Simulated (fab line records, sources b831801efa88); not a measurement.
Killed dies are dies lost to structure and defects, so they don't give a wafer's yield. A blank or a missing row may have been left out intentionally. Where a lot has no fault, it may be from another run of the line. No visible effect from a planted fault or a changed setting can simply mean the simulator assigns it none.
Chamber matching	flow gf180mcu	rie diel-01 running GF_M5_ETCH_09: 4 sister chambers
The step etches Si3N4 in CF4/O2, target depth 52 nm, time 11.6 s. 4 wafers are shown with their chamber, then 7 later ones without.

## WAFERS, EACH WITH ITS CHAMBER
wafer	chamber	drypump motor current A (A)
L478.4	1	6.5
L480.2	3	5.7
L497.2	2	5.5
L497.4	0	6.6

## WAFERS WITH NO CHAMBER GIVEN
wafer	drypump motor current A (A)
L497.6	6.6
L498.2	6.6
L498.3	5.7
L498.4	6.6
L499.1	6.7
L499.2	5.5
L499.6	5.5

## EACH ONE'S CHAMBER
wafer	from the rows above	in truth
L497.6	0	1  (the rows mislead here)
L498.2	0	0
L498.3	3	3
L498.4	0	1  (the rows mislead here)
L499.1	0	0
L499.2	2	2
L499.6	2	2
Correctly placed: 5 of 7. From these rows, 0 cannot be placed. Wrongly placed: 2.
How it was worked out, from the rows above alone: a wafer's distance from a chamber is the root of the sum, over the readings, of the square of ((its reading less the chamber's mean) divided by the reading's scatter). If the next closest chamber is less than 2 further off than the closest, the wafer can't be placed; otherwise it belongs to the closest. The mean given for a chamber averages the wafers shown for that chamber. The scatter: root of mean squared gap, hidden wafer to nearest shown wafer, with one shown wafer a chamber.
